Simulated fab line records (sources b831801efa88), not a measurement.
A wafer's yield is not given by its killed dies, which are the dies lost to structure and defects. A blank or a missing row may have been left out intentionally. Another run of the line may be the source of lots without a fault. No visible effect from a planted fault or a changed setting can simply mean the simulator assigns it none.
fab line records	flow sky130
record: lots: 13	wafers: 39	lastDay: 50
route steps=708 shown VT_ADJUST_NCORE@119 SONOS_TUNNEL@161 POLY_GATE@227 POLY_CUT@318 PAD_OPEN@708
lots that met no fault: taken from a fault-free run of the same line
startH: the number of hours between the record's first day and the start of the first shown wafer of the lot	waitH: hours from the lot's prior step to this one	" as in the row above	L1.1+2: several wafers, shown together as one row	- value missing, or start not given	* or withheld: withheld	< > ~ a bound
route shown NAME@n: names a module that has steps shown in the file, with the first one's number in the route	usual: average and standard deviation across the fault-free wafers	same: alike in all rows	chamber/n: place in a boat	sites: readings site by site	_std_site: the standard deviation of these	_edge_site: inner sites' mean taken away from outer sites' mean	radiusMm: how far each site lies from the wafer's centre	mask NAME#n: copy n	behind: the most recent tool/chamber to have shaped the wafer	hold: reason for holding the lot/hours on hold/outcome of the hold	device: which transistor (n, p or np) failed to switch	end of line: the route-end tests of the same wafers	a step with no rows: only its recipe	killed: dies that structure and defects cost at the first sort, which is not the same as the wafer's yield	map: dies across one wafer; x = killed, . = not, _ = none there
set.NAME: the setting as run; set.NAME@STEP: as run at that earlier step	model.NAME: the simulator's own value behind a step, which no gauge read
route steps across a sampled set of lots; one table per step, one row per wafer
services: a tool's chamber out of use, with start hour (startH, from the record's first day; less than 0 if before it), hours out, and reason
== steps ==
step: SKY_VT_ADJUST_NCORE_DEHYDRATE_00
recipe: tempC: 200	timeS: 60
usual: exhaustPa: 45.0/1	heaterPowerTotalW: 160.37/0.12	runLengthS: 89.13/0.18
lot.wafer	tool	chamber	startH	waitH	exhaustPa	heaterPowerTotalW	runLengthS
L688.2	lithoTrack-03	0	173.14	9.4	46.3	160.46	88.96
L688.4	"	0	"	"	44.7	160.41	88.91
L688.6	"	0	"	"	45.6	160.36	88.87
L690.2	lithoTrack-01	0	185.63	9.5	45.5	160.26	89.33
L690.3	"	0	"	"	44.4	160.46	89.15
L690.4	"	0	"	"	44.3	160.56	89.39
L695.2	lithoTrack-04	0	215.44	10.7	44.3	160.43	88.89
L695.4	"	0	"	"	44.7	160.16	88.90
L695.6	"	0	"	"	44.3	160.26	88.90
L698.2	lithoTrack-01	0	238.93	11.7	45.4	164.79	84.90
L698.4	"	0	"	"	45.4	164.47	85.14
L698.6	"	0	"	"	44.0	164.58	84.83
L699.2	lithoTrack-01	0	248.18	11.0	46.1	164.69	84.96
L699.5	"	0	"	"	45.0	164.48	84.88
L699.6	"	0	"	"	45.8	164.45	84.82
L700.2	lithoTrack-03	0	250.38	10.3	46.8	160.52	88.98
L700.4	"	0	"	"	47.0	160.38	89.08
L700.6	"	0	"	"	45.5	160.53	88.95
L701.2	lithoTrack-03	0	264.38	11.0	43.7	160.35	88.97
L701.4	"	0	"	"	44.1	160.48	88.96
L701.5	"	0	"	"	43.2	160.29	88.97
L704.1	lithoTrack-04	0	276.82	10.9	46.7	160.46	89.11
L704.4	"	0	"	"	46.8	160.51	89.25
L704.6	"	0	"	"	45.5	160.47	88.96
L705.2	lithoTrack-03	0	284.93	11.3	44.9	160.41	89.09
L705.3	"	0	"	"	44.0	160.39	89.19
L705.6	"	0	"	"	43.2	160.18	88.88
L706.1	lithoTrack-04	0	289.47	12.7	45.5	160.54	88.89
L706.3	"	0	"	"	44.8	160.39	88.98
L706.4	"	0	"	"	45.2	160.49	88.87
L708.1	lithoTrack-04	0	304.22	11.9	44.2	160.20	88.88
L708.4	"	0	"	"	44.4	160.52	88.93
L708.6	"	0	"	"	45.1	160.38	88.97
L709.1	lithoTrack-04	0	314.42	12.7	45.2	160.48	89.17
L709.2	"	0	"	"	43.1	160.48	89.04
L709.5	"	0	"	"	44.3	160.66	88.88
L711.2	lithoTrack-03	0	328.83	12.8	45.7	160.30	88.93
L711.4	"	0	"	"	46.2	160.46	89.05
L711.6	"	0	"	"	45.4	160.30	89.11
step: SKY_SONOS_TUNNEL_CD_MEAS_07
recipe: targetCdNm: 410
usual: cdNm: 410/3
lot.wafer	tool	chamber	startH	waitH	cdNm
L688.2	cdSem-02	-	249.64	0.1	414
L688.4	"	-	"	"	414
L688.6	"	-	"	"	413
L690.2	cdSem-02	-	263.43	0.1	411
L690.3	"	-	"	"	411
L690.4	"	-	"	"	410
L695.2	cdSem-01	-	299.83	0.1	411
L695.4	"	-	"	"	412
L695.6	"	-	"	"	412
L698.2	cdSem-02	-	326.79	0.1	414
L698.4	"	-	"	"	412
L698.6	"	-	"	"	413
L699.2	cdSem-02	-	337.50	0.1	416
L699.5	"	-	"	"	414
L699.6	"	-	"	"	416
L700.2	cdSem-01	-	340.89	0.1	414
L700.4	"	-	"	"	415
L700.6	"	-	"	"	416
L701.2	cdSem-02	-	356.34	0.1	406
L701.4	"	-	"	"	407
L701.5	"	-	"	"	408
L704.1	cdSem-02	-	372.57	0.1	405
L704.4	"	-	"	"	405
L704.6	"	-	"	"	401
L705.2	cdSem-01	-	381.28	0.1	410
L705.3	"	-	"	"	412
L705.6	"	-	"	"	409
L706.1	cdSem-02	-	385.72	0.1	409
L706.3	"	-	"	"	407
L706.4	"	-	"	"	408
L708.1	cdSem-01	-	402.86	0.1	409
L708.4	"	-	"	"	408
L708.6	"	-	"	"	410
L709.1	cdSem-01	-	413.46	0.1	413
L709.2	"	-	"	"	410
L709.5	"	-	"	"	411
L711.2	cdSem-01	-	429.60	0.1	414
L711.4	"	-	"	"	414
L711.6	"	-	"	"	411
step: SKY_POLY_GATE_CD_MEAS_13
recipe: targetCdNm: 150
usual: cdNm: 150.1/1.2
lot.wafer	tool	chamber	startH	waitH	cdNm
L688.2	cdSem-01	-	373.05	-	151.7
L688.4	"	-	"	"	150.2
L688.6	"	-	"	"	150.0
L690.2	cdSem-02	-	384.84	-	150.0
L690.3	"	-	"	"	151.9
L690.4	"	-	"	"	150.4
L695.2	cdSem-02	-	430.43	-	151.2
L695.4	"	-	"	"	151.3
L695.6	"	-	"	"	151.1
L698.2	cdSem-02	-	458.90	-	150.6
L698.4	"	-	"	"	150.7
L698.6	"	-	"	"	149.4
L699.2	cdSem-02	-	469.93	-	149.3
L699.5	"	-	"	"	149.1
L699.6	"	-	"	"	148.2
L700.2	cdSem-02	-	478.09	-	149.4
L700.4	"	-	"	"	149.1
L700.6	"	-	"	"	149.1
L701.2	cdSem-02	-	492.24	-	149.6
L701.4	"	-	"	"	149.0
L701.5	"	-	"	"	149.9
L704.1	cdSem-02	-	510.52	-	151.7
L704.4	"	-	"	"	150.9
L704.6	"	-	"	"	151.4
L705.2	cdSem-02	-	516.33	-	151.2
L705.3	"	-	"	"	150.1
L705.6	"	-	"	"	152.2
L706.1	cdSem-02	-	521.61	-	148.5
L706.3	"	-	"	"	148.1
L706.4	"	-	"	"	148.8
L708.1	cdSem-02	-	536.97	-	149.9
L708.4	"	-	"	"	150.6
L708.6	"	-	"	"	150.5
L709.1	cdSem-02	-	549.06	-	153.3
L709.2	"	-	"	"	152.5
L709.5	"	-	"	"	150.8
L711.2	cdSem-02	-	568.28	-	148.2
L711.4	"	-	"	"	148.0
L711.6	"	-	"	"	148.4
step: SKY_POLY_CUT_ETCH_11
recipe: target: Si3N4	chemistry: CF4/CH2F2/Ar	stopOn: poly-Si	sourceW: 600	biasW: 150	pressureMtorr: 40	cf4FlowSccm: 40	ch2f2FlowSccm: 20	Ar_flow_sccm: 150	timeS: 42.5	targetDepthA: 600
usual: drypumpMotorCurrentA: 5.4/0.44	oesProductAu: 0.828/0.0064	throttleValvePct: 14.994/0.01
lot.wafer	tool	chamber	startH	waitH	drypumpMotorCurrentA	oesProductAu	rfHoursCounterH	throttleValvePct
L688.2	rieDiel-03	2	566.61	0.0	6.0	0.824	4	14.992
L688.4	"	3	"	"	5.8	0.836	12	14.967
L688.6	"	2	"	"	6.0	0.834	-	14.988
L690.2	rieDiel-03	3	573.90	0.0	5.8	0.829	13	14.993
L690.3	"	0	"	"	4.6	0.831	71	14.999
L690.4	"	2	"	"	5.9	0.826	4	14.996
L695.2	rieDiel-03	1	620.63	0.0	5.0	0.831	63	15.007
L695.4	"	1	"	"	5.0	0.842	-	15.004
L695.6	"	2	"	"	6.0	0.837	-	14.991
L698.2	rieDiel-01	0	643.45	0.0	5.3	0.829	7	14.983
L698.4	"	1	"	"	5.7	0.845	2	14.994
L698.6	"	3	"	"	6.0	0.834	-	14.980
L699.2	rieDiel-02	2	653.65	0.0	5.5	0.825	16	15.007
L699.5	"	2	"	"	5.5	0.814	-	15.002
L699.6	"	1	"	"	5.6	0.822	-	14.999
L700.2	rieDiel-03	2	661.83	0.0	6.0	0.834	6	14.991
L700.4	"	3	"	"	5.8	0.830	15	15.006
L700.6	"	1	"	"	5.0	0.822	-	14.996
L701.2	rieDiel-01	1	694.91	0.0	5.7	0.823	4	14.992
L701.4	"	2	"	"	5.7	0.828	4	15.000
L701.5	"	1	"	"	5.7	0.828	-	14.985
L704.1	rieDiel-01	3	695.40	0.0	6.0	0.819	11	15.003
L704.4	"	1	"	"	5.8	0.836	4	14.979
L704.6	"	1	"	"	5.8	0.830	-	15.002
L705.2	rieDiel-02	0	697.30	0.0	4.8	0.826	33	15.008
L705.3	"	2	"	"	5.4	0.840	16	14.980
L705.6	"	0	"	"	4.8	0.829	-	15.000
L706.1	rieDiel-02	1	699.75	0.0	5.6	0.822	5	14.999
L706.3	"	0	"	"	4.8	0.838	33	14.983
L706.4	"	3	"	"	5.2	0.833	8	14.992
L708.1	rieDiel-03	1	715.33	0.0	5.0	0.829	1	14.980
L708.4	"	3	"	"	5.8	0.827	16	14.994
L708.6	"	0	"	"	4.6	0.827	-	15.013
L709.1	rieDiel-03	2	727.78	0.0	5.9	0.823	8	14.984
L709.2	"	3	"	"	5.8	0.833	17	15.000
L709.5	"	2	"	"	6.0	0.829	-	14.991
L711.2	rieDiel-02	0	742.76	0.0	4.8	0.820	34	14.989
L711.4	"	2	"	"	5.5	0.831	17	14.991
L711.6	"	1	"	"	5.6	0.840	-	14.979
step: SKY_PAD_OPEN_PROBE_99
usual: killed_at_M0_to_M3: 42/6.8	killed_at_M4_up: 3.2/1.8	killedAtContacts: 25/5.4	killedAtFrontEnd: 15/4.5	killedAtOther: 0.3/0.56	killedDies: 85/9.7	killedOpen: 46/7.1	killedShort: 39/6.5
same: grossDies: 492	killedAtBackSide: 0
lot.wafer	tool	chamber	startH	waitH	killed_at_M0_to_M3	killed_at_M4_up	killedAtContacts	killedAtFrontEnd	killedAtOther	killedDies	killedOpen	killedShort
L698.2	prober-01	-	1135.58	0.1	51	6	20	15	0	92	57	35
L698.4	prober-01	-	1135.68	0.2	40	3	27	9	1	80	44	36
L698.6	prober-01	-	1135.78	0.2	39	5	24	23	1	92	40	52
L699.2	prober-02	-	1141.94	0.1	36	4	25	12	1	78	48	30
L699.5	prober-02	-	1142.09	0.2	48	7	21	19	0	95	47	48
L699.6	prober-02	-	1142.14	0.2	38	1	24	13	0	76	45	31
killed by level:class
L698.2 VIA1:geometricParticle:open=13 VIA3:geometricParticle:open=11 LI_CONTACT:geometricParticle:open=8 METAL2:geometricParticle:short=6 CONTACT:geometricParticle:open=5 VIA2:geometricParticle:open=5 FIELD_ISO:geometricParticle:open=4 POLY_GATE:geometricParticle:short=4
L698.4 VIA1:geometricParticle:open=10 LI_CONTACT:geometricParticle:open=8 CONTACT:geometricParticle:open=8 VIA3:geometricParticle:open=7 METAL2:geometricParticle:short=7 VIA2:geometricParticle:open=6 LOCAL_INTERCONNECT:geometricParticle:short=4 CONTACT:geometricParticle:short=4
L698.6 POLY_GATE:geometricParticle:short=7 LI_CONTACT:geometricParticle:open=7 VIA3:geometricParticle:open=7 METAL2:geometricParticle:short=6 FIELD_ISO:geometricParticle:short=5 CONTACT:geometricParticle:open=5 VIA1:geometricParticle:short=5 FIELD_ISO:geometricParticle:open=4
L699.2 VIA1:geometricParticle:open=13 CONTACT:geometricParticle:open=10 VIA2:geometricParticle:open=8 LI_CONTACT:geometricParticle:open=5 LOCAL_INTERCONNECT:geometricParticle:short=5 VIA2:geometricParticle:short=4 CONTACT:geometricParticle:short=4 POLY_GATE:geometricParticle:short=3
L699.5 VIA1:geometricParticle:open=15 CONTACT:geometricParticle:open=7 POLY_GATE:geometricParticle:open=6 METAL2:geometricParticle:short=6 FIELD_ISO:geometricParticle:short=5 VIA1:geometricParticle:short=5 VIA3:geometricParticle:short=5 METAL4:geometricParticle:short=5
L699.6 CONTACT:geometricParticle:open=11 VIA3:geometricParticle:open=10 VIA2:geometricParticle:open=8 VIA1:geometricParticle:open=6 CONTACT:geometricParticle:short=5 POLY_GATE:geometricParticle:open=4 LI_CONTACT:geometricParticle:open=4 LOCAL_INTERCONNECT:geometricParticle:short=4
== services ==
tool	chamber	startH	hours	kind
rieDiel-01	-	150.47	15.6	pm
rieDiel-03	3	192.34	8.6	repair
rieDiel-02	-	192.46	0.2	repair
rieDiel-03	0	198.95	21.5	repair
rieDiel-03	0	221.91	2.3	repair
rieDiel-01	1	232.39	8.2	repair
rieDiel-03	1	239.27	4.7	repair
rieDiel-03	3	243.53	10.8	repair
rieDiel-03	-	266.58	0.4	repair
rieDiel-01	-	269.17	0.2	repair
rieDiel-01	-	298.28	62.3	repair
rieDiel-03	-	298.90	0.2	repair
rieDiel-03	0	302.59	3.7	repair
rieDiel-01	0	317.02	14.8	repair
rieDiel-03	-	490.41	12.3	repair
rieDiel-02	-	508.64	3.2	repair
rieDiel-03	2	510.72	5.1	repair
rieDiel-03	-	547.29	0.3	repair
rieDiel-03	3	555.60	6.9	repair
rieDiel-03	-	562.28	2.8	pm
rieDiel-03	-	584.22	0.3	repair
rieDiel-03	1	622.78	2.8	repair
rieDiel-03	2	697.61	7.7	repair
rieDiel-02	0	734.77	2.6	repair
== key ==
firstSign: step: SKY_VT_ADJUST_NCORE_DEHYDRATE_00	reading: heaterPowerTotalW	direction: up	sigmas: 35	usual: *	struck: *
effect: step: SKY_VT_ADJUST_NCORE_DEHYDRATE_00	reading: runLengthS	direction: down	sigmas: 24	usual: *	struck: *
metAt SKY_VT_ADJUST_NCORE_DEHYDRATE_00
struckLots L698,L699
testerLeftOut L698,L699
notActingAt SKY_SONOS_TUNNEL_CD_MEAS_07,SKY_POLY_GATE_CD_MEAS_13,SKY_POLY_CUT_ETCH_11
onsetBetween 185.63 238.93
fault: kind: processParameterDrift	tool: lithoTrack-01	chamber: -	onsetH: 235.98	steps: SKY_VT_ADJUST_NCORE_DEHYDRATE_00	channel: timeS	offset: *	shape: step	endH: 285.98	actsIn: *	stated: *
testerLeftOut: of these lots the tester's yield and bins aren't shown, on N5 and GAA mostly nor the transistor test; their killed dies are dies lost to structure and defects alone, not to doping, threshold or leakage, so they don't give the yield
